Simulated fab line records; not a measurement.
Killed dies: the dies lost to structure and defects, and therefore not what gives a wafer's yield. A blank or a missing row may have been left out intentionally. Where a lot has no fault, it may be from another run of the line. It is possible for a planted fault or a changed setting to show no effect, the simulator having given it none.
Which of the tools did it? | flow gf180mcu | 7 lots, 21 wafers sampled, at 1 step of a route of 602

WHAT THE GAUGES READ, wafer by wafer
GF_M4_THK_MEAS_06: measures by xrf.
lot  | measured     | on           | M4_ALCU_THK (nm)
L548 | day 23 03:34 | filmMetro-03 | 443 436 439
L554 | day 24 04:56 | filmMetro-02 | 448 450 439
L560 | day 26 02:32 | filmMetro-04 | 464 447 463
L563 | day 27 04:35 | filmMetro-03 | 449 453 451
L565 | day 28 01:44 | filmMetro-02 | 458 459 459
L567 | day 28 16:03 | filmMetro-04 | 452 444 444
L569 | day 29 08:32 | filmMetro-04 | 452 456 455

WHICH TOOL RAN EACH LOT (tool, then ch and the chambers of the sampled wafers, then the start)
No process step before these readings appears in the record.

THE ANSWER, worked out from the rows above alone
Rule: usual is defined by the lots themselves. Put in order of their means at a reading, lots are off if they are a third of the lots or fewer, leave a main group of 4 or more, and stand apart from it by a gap of 3 or more times the standard deviation of the main group's means; of several such gaps the widest counts. The tables above print the reading to a certain number of digits; a main group whose means all agree to those digits is not used. Also off: a lot with no number at a reading for which 4 or more lots have one. Where the step has rows for the other lots, those lots are counted as sound.
Nothing can be told from this: no lot is off at any reading shown.

WHAT HAD BEEN PUT IN BY THE SIMULATOR
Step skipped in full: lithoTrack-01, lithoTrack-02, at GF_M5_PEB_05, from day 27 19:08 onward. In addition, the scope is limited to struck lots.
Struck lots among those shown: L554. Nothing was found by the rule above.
